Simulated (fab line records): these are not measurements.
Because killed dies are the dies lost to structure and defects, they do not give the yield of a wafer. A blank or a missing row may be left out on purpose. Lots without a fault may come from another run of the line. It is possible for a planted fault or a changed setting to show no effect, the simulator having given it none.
Which tool was responsible?	flow gf180mcu	24 lots with 72 wafers sampled at 6 steps, on a route of 602 steps

## WHAT THE GAUGES READ, wafer by wafer
GF_NWELL_TW_MEAS_11. Usual: for NWELL_TW the level is 1565 and the standard deviation is 11.
lot	measured	on	NWELL_TW	flag
L074	day 3 05:37	film metro-04	1569 1567 1568	
L075	day 3 13:43	film metro-03	1570 1573 1577	
L076	day 3 18:12	film metro-03	1576 1574 1578	
L077	day 3 22:31	film metro-02	1544 1538 1549	
L078	day 4 10:43	film metro-04	1573 1573 1571	
L079	day 4 13:52	film metro-03	1575 1559 1569	
L080	day 4 20:06	film metro-02	1547 1566 1558	
L081	day 5 03:49	film metro-03	1559 1569 1568	
L082	day 5 06:57	film metro-02	1554 1555 1550	
L083	day 5 09:49	film metro-02	1560 1561 1552	
L084	day 5 14:32	film metro-03	1552 1555 1555	
L085	day 5 22:45	film metro-02	1537 1545 1550	
L086	day 6 01:23	film metro-04	1568 1562 1567	
L087	day 6 06:07	film metro-04	1554 1561 1557	
L088	day 6 15:01	film metro-02	1557 1559 1572	
L089	day 6 22:50	film metro-04	1561 1556 1561	
L090	day 7 00:04	film metro-03	1575 1578 1573	
L091	day 7 04:14	film metro-04	1557 1570 1565	
L092	day 7 10:13	film metro-04	1587 1567 1578	
L093	day 7 15:58	film metro-03	1571 1581 1581	
L094	day 7 21:04	film metro-03	1575 1582 1583	
L095	day 8 02:29	film metro-02	1562 1558 1551	
L096	day 8 07:12	film metro-03	1581 1580 1577	
L097	day 8 15:17	film metro-03	1572 1577 1568	

GF_PASSIVATION_BOW_MEAS_14. Usual: for PASSIVATION_BOW the level is 138 um and the standard deviation is 10.
lot	measured	on	PASSIVATION_BOW (um)	flag
L074	day 28 21:57	film metro-04	151 162 156	
L075	day 29 09:38	film metro-02	132 129 140	
L076	day 29 13:38	film metro-02	152 155 155	
L077	day 29 22:40	film metro-04	129 129 136	
L078	day 30 14:08	film metro-04	135 137 133	
L079	day 30 20:38	film metro-02	140 136 142	
L080	day 31 09:50	film metro-04	130 133 137	
L081	day 31 10:50	film metro-02	139 139 149	
L082	day 31 14:04	film metro-02	131 134 136	
L083	day 31 19:56	film metro-02	131 138 141	
L084	day 32 00:51	film metro-04	145 135 141	
L085	day 32 10:32	film metro-04	126 131 125	
L086	day 32 15:25	film metro-04	152 153 165	
L087	day 32 19:07	film metro-03	146 137 145	
L088	day 33 05:26	film metro-02	129 119 118	
L089	day 33 15:19	film metro-02	132 139 143	
L090	day 33 16:53	film metro-04	145 129 141	
L091	day 33 18:54	film metro-03	143 142 141	
L092	day 34 00:46	film metro-04	131 131 133	
L093	day 34 08:14	film metro-04	139 143 131	
L094	day 34 10:00	film metro-03	149 138 141	
L095	day 34 14:29	film metro-04	144 141 138	
L096	day 34 18:34	film metro-02	145 124 148	
L097	day 34 22:11	film metro-02	116 118 121	

## WHICH TOOL RAN EACH LOT (tool, then ch and the chambers of the sampled wafers, then the start)
lot	GF_V2_CMP_26	GF_M3_SPUTTER_02	GF_MIM_SPUTTER_09	GF_MIM_STRIP_20
L074	cmp-02 ch 2,3, day 20 04:51	pvd sputter-03, day 20 05:17	pvd sputter-01, day 24 08:14	plasma asher-04 ch 0,1, day 25 05:49
L075	cmp-01 ch 0,1,3, day 20 17:11	pvd sputter-01, day 20 17:31	pvd sputter-01, day 24 21:45	plasma asher-02 ch 0,1, day 25 19:02
L076	cmp-02 ch 1,2,3, day 21 01:48	pvd sputter-02, day 21 02:11	pvd sputter-02, day 25 04:11	plasma asher-04 ch 0,1, day 26 00:43
L077	cmp-01 ch 0,1, day 21 10:52	pvd sputter-01, day 21 11:18	pvd sputter-03, day 25 12:55	plasma asher-03 ch 0,1, day 26 09:31
L078	cmp-02 ch 1,2,3, day 22 07:53	pvd sputter-02, day 22 08:20	pvd sputter-01, day 26 07:07	plasma asher-02 ch 0,1, day 27 03:14
L079	cmp-01 ch 0,2,3, day 22 13:55	pvd sputter-02, day 22 14:14	pvd sputter-03, day 26 12:39	plasma asher-02 ch 0,1, day 27 09:32
L080	cmp-01 ch 0,1,3, day 23 02:17	pvd sputter-02, day 23 02:43	pvd sputter-01, day 27 04:18	plasma asher-04 ch 0,1, day 27 23:56
L081	cmp-02 ch 1,2, day 23 10:57	pvd sputter-01, day 23 11:23	pvd sputter-03, day 27 06:59	plasma asher-03 ch 0,1, day 28 02:32
L082	cmp-02 ch 1,2,3, day 23 12:08	pvd sputter-01, day 23 12:31	pvd sputter-01, day 27 09:34	plasma asher-02 ch 0,1, day 28 05:34
L083	cmp-02 ch 1,2, day 23 19:50	pvd sputter-03, day 23 20:13	pvd sputter-01, day 27 16:25	plasma asher-02 ch 0,1, day 28 12:09
L084	cmp-02 ch 0,2,3, day 24 03:40	pvd sputter-01, day 24 04:00	pvd sputter-03, day 27 21:13	plasma asher-04 ch 0,1, day 28 16:29
L085	cmp-02 ch 0,3, day 24 15:07	pvd sputter-01, day 24 15:29	pvd sputter-03, day 28 09:48	plasma asher-03 ch 0,1, day 29 04:51
L086	cmp-02 ch 0,1, day 24 21:35	pvd sputter-02, day 24 21:58	pvd sputter-03, day 28 14:37	plasma asher-02 ch 0,1, day 29 09:44
L087	cmp-02 ch 1,2, day 25 03:22	pvd sputter-02, day 25 03:48	pvd sputter-01, day 28 18:45	plasma asher-03 ch 0,1, day 29 13:54
L088	cmp-02 ch 0,1,2, day 25 15:07	pvd sputter-02, day 25 15:29	pvd sputter-01, day 29 06:52	plasma asher-02 ch 0,1, day 30 01:56
L089	cmp-02 ch 0,1,2, day 26 05:05	pvd sputter-01, day 26 05:22	pvd sputter-03, day 29 17:43	plasma asher-03 ch 0,1, day 30 11:34
L090	cmp-02 ch 1,3, day 26 05:32	pvd sputter-03, day 26 05:58	pvd sputter-02, day 29 19:16	plasma asher-03 ch 0,1, day 30 13:40
L091	cmp-02 ch 0,1,3, day 26 10:52	pvd sputter-02, day 26 11:12	pvd sputter-03, day 29 23:37	plasma asher-04 ch 0,1, day 30 17:19
L092	cmp-01 ch 2,3, day 26 17:09	pvd sputter-01, day 26 17:35	pvd sputter-02, day 30 06:21	plasma asher-03 ch 0,1, day 31 00:04
L093	cmp-02 ch 0,2,3, day 27 01:28	pvd sputter-02, day 27 01:55	pvd sputter-03, day 30 12:16	plasma asher-02 ch 0,1, day 31 06:18
L094	cmp-02 ch 1,2, day 27 05:13	pvd sputter-03, day 27 05:38	pvd sputter-02, day 30 17:02	plasma asher-02 ch 0,1, day 31 11:10
L095	cmp-02 ch 0,1,3, day 27 11:40	pvd sputter-03, day 27 12:02	pvd sputter-03, day 30 23:24	plasma asher-04 ch 0,1, day 31 17:05
L096	cmp-01 ch 1,2,3, day 27 16:20	pvd sputter-02, day 27 16:46	pvd sputter-03, day 31 02:55	plasma asher-04 ch 0,1, day 31 21:04
L097	cmp-01 ch 2,3, day 27 23:07	pvd sputter-02, day 27 23:34	pvd sputter-03, day 31 09:41	plasma asher-02 ch 0,1, day 32 02:46
- GF_V2_CMP_26: polishes, stops on SiO2, t overpolish 15 s, target thk 0 nm.
- GF_M3_SPUTTER_02: material AlCu, target thk 450 nm, time 23.9 s.
- GF_MIM_SPUTTER_09: material TiN, target thk 35 nm, time 29.2 s.
- GF_MIM_STRIP_20: strips in O2/N2.

## WHAT THE TOOLS THEMSELVES READ (means of the sampled wafers that have a number; where no wafer has one, the mark that the record gives instead)
GF_V2_CMP_26. Usual: edge zone pressure frac 1.000, standard deviation 0.005; motor current A 11.6 A, standard deviation 1.7; overpolish run s 15.000 s, standard deviation 0.0098; time to endpoint s 83 s, standard deviation 4.
lot	tool	edge zone pressure frac	motor current A (A)	overpolish run s (s)	time to endpoint s (s)	flag
L074	cmp-02	0.998	12.3	14.999	88	
L075	cmp-01	1.003	11.9	15.000	84	
L076	cmp-02	1.001	11.8	14.997	86	
L077	cmp-01	1.003	13.0	14.994	83	
L078	cmp-02	1.000	11.7	15.002	87	
L079	cmp-01	0.998	10.9	14.991	84	
L080	cmp-01	0.999	12.2	14.995	88	
L081	cmp-02	0.997	12.9	15.000	82	
L082	cmp-02	1.004	11.7	14.991	83	
L083	cmp-02	1.002	12.8	15.001	82	
L084	cmp-02	0.999	12.0	15.003	85	
L085	cmp-02	1.001	11.0	15.007	86	
L086	cmp-02	0.999	10.4	14.997	78	
L087	cmp-02	1.004	11.5	15.006	82	
L088	cmp-02	0.995	11.5	14.997	81	
L089	cmp-02	0.996	11.7	14.999	79	
L090	cmp-02	1.006	10.5	15.000	87	
L091	cmp-02	1.005	10.5	15.004	81	
L092	cmp-01	1.002	10.3	15.008	87	
L093	cmp-02	0.998	12.2	15.007	82	
L094	cmp-02	1.001	12.9	15.003	85	
L095	cmp-02	0.997	11.0	15.007	84	
L096	cmp-01	0.996	10.9	14.994	80	
L097	cmp-01	0.998	10.2	14.999	84	

GF_M3_SPUTTER_02. Usual: throttle valve pct reads 30.0 % (standard deviation 0.76).
lot	tool	throttle valve pct (%)	flag
L074	pvd sputter-03	30.4	
L075	pvd sputter-01	30.1	
L076	pvd sputter-02	29.2	
L077	pvd sputter-01	29.8	
L078	pvd sputter-02	30.0	
L079	pvd sputter-02	30.3	
L080	pvd sputter-02	29.7	
L081	pvd sputter-01	30.1	
L082	pvd sputter-01	30.0	
L083	pvd sputter-03	29.9	
L084	pvd sputter-01	30.6	
L085	pvd sputter-01	30.6	
L086	pvd sputter-02	29.6	
L087	pvd sputter-02	29.8	
L088	pvd sputter-02	29.3	
L089	pvd sputter-01	30.6	
L090	pvd sputter-03	29.7	
L091	pvd sputter-02	29.1	
L092	pvd sputter-01	30.8	
L093	pvd sputter-02	29.7	
L094	pvd sputter-03	30.1	
L095	pvd sputter-03	30.3	
L096	pvd sputter-02	30.0	
L097	pvd sputter-02	29.6	

GF_MIM_SPUTTER_09. Usual: throttle valve pct reads 30.1 % (standard deviation 0.76).
lot	tool	throttle valve pct (%)	flag
L074	pvd sputter-01	30.2	
L075	pvd sputter-01	30.7	
L076	pvd sputter-02	29.5	
L077	pvd sputter-03	29.8	
L078	pvd sputter-01	30.8	
L079	pvd sputter-03	30.4	
L080	pvd sputter-01	30.5	
L081	pvd sputter-03	30.4	
L082	pvd sputter-01	31.0	
L083	pvd sputter-01	30.1	
L084	pvd sputter-03	29.5	
L085	pvd sputter-03	30.5	
L086	pvd sputter-03	29.4	
L087	pvd sputter-01	30.2	
L088	pvd sputter-01	30.2	
L089	pvd sputter-03	29.7	
L090	pvd sputter-02	29.5	
L091	pvd sputter-03	29.7	
L092	pvd sputter-02	30.0	
L093	pvd sputter-03	29.8	
L094	pvd sputter-02	30.6	
L095	pvd sputter-03	30.4	
L096	pvd sputter-03	30.1	
L097	pvd sputter-03	30.2	

GF_MIM_STRIP_20. Usual: drypump motor current A 5.5 A, standard deviation 0.39; heater power w 326 W, standard deviation 24; oes product au 0.692 a.u., standard deviation 0.0047; strip time to endpoint s 11.24 s, standard deviation 0.038.
lot	tool	drypump motor current A (A)	heater power w (W)	oes product au (a.u.)	strip time to endpoint s (s)	flag
L074	plasma asher-04	5.1	332	0.694	11.23	
L075	plasma asher-02	5.9	334	0.690	11.25	
L076	plasma asher-04	5.3	339	0.691	11.18	
L077	plasma asher-03	5.6	299	0.691	11.22	
L078	plasma asher-02	5.7	328	0.691	11.27	
L079	plasma asher-02	5.9	341	0.695	11.30	
L080	plasma asher-04	5.3	339	0.687	11.25	
L081	plasma asher-03	5.6	304	0.691	11.23	
L082	plasma asher-02	5.8	338	0.691	11.28	
L083	plasma asher-02	5.7	327	0.692	11.23	
L084	plasma asher-04	5.1	335	0.692	11.21	
L085	plasma asher-03	5.6	302	0.694	11.26	
L086	plasma asher-02	5.7	324	0.692	11.21	
L087	plasma asher-03	5.3	318	0.694	11.25	
L088	plasma asher-02	5.7	323	0.692	11.23	
L089	plasma asher-03	5.3	321	0.692	11.24	
L090	plasma asher-03	5.3	320	0.692	11.27	
L091	plasma asher-04	5.2	340	0.695	11.28	
L092	plasma asher-03	5.5	301	0.692	11.24	
L093	plasma asher-02	5.8	337	0.693	11.23	
L094	plasma asher-02	5.8	341	0.693	11.23	
L095	plasma asher-04	5.1	331	0.695	11.23	
L096	plasma asher-04	5.1	333	0.695	11.20	
L097	plasma asher-02	5.8	336	0.697	11.24	

## THE ANSWER, worked out from the rows above alone
Rule: a lot is off if the mean of its wafers that have a number lies more than 3 standard deviations from the usual mean. Also off: a lot with no number at a reading for which 4 or more lots have one. The other lots that the step has rows for count as sound. First the gauges in route order, then the tools' own readings, where a lot's mean is used as printed above. The first step at which some lot is off is used, and at that step the reading that is off furthest; a lot without a number counts as furthest.
No lot is off at any reading shown: from this, nothing can be told.

## WHAT THE SIMULATOR PUT IN
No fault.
